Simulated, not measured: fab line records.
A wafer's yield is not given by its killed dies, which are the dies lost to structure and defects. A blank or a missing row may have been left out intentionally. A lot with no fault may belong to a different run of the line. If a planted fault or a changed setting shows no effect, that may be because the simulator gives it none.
Which of the tools did it? / flow gf180mcu / 18 wafers sampled from 6 lots at 1 step of a route of 602

WHAT THE GAUGES SHOWED, per wafer
GF_HV_LDD_OVL_MEAS_08.
lot=L579; measured=day 10 20:58; on=overlay-01; HV_LDD_OVL (nm)=-0.4 1.3 2.4
lot=L583; measured=day 12 00:56; on=overlay-01; HV_LDD_OVL (nm)=0.8 0.7 -0.5
lot=L587; measured=day 13 03:24; on=overlay-01; HV_LDD_OVL (nm)=-1.1 -1.6 0.1
lot=L590; measured=day 13 19:25; on=overlay-01; HV_LDD_OVL (nm)=-0.6 -0.9 -1.3
lot=L595; measured=day 15 15:22; on=overlay-01; HV_LDD_OVL (nm)=1.5 1.2 -0.3
lot=L597; measured=day 16 07:16; on=overlay-02; HV_LDD_OVL (nm)=-0.9 -2.2 -2.0

EACH LOT AND THE TOOL THAT RAN IT (in order: tool; ch and the chambers of the sampled wafers; start)
The record shows no process step preceding these readings.

THE ANSWER, worked out from the rows above alone
Rule: what is usual is taken from the lots themselves. Put in order of their means at a reading, lots are off if they are a third of the lots or fewer, leave a main group of 4 or more, and stand apart from it by a gap of 3 or more times the standard deviation of the main group's means; of several such gaps the widest counts. A main group is skipped when, at the precision printed for the reading in the tables above, its means are all equal. Also off: a lot with no number at a reading for which 4 or more lots have one. The other lots that the step has rows for count as sound.
No lot is off on any of the readings shown, so nothing can be concluded from this.

WHAT HAD BEEN PUT IN BY THE SIMULATOR
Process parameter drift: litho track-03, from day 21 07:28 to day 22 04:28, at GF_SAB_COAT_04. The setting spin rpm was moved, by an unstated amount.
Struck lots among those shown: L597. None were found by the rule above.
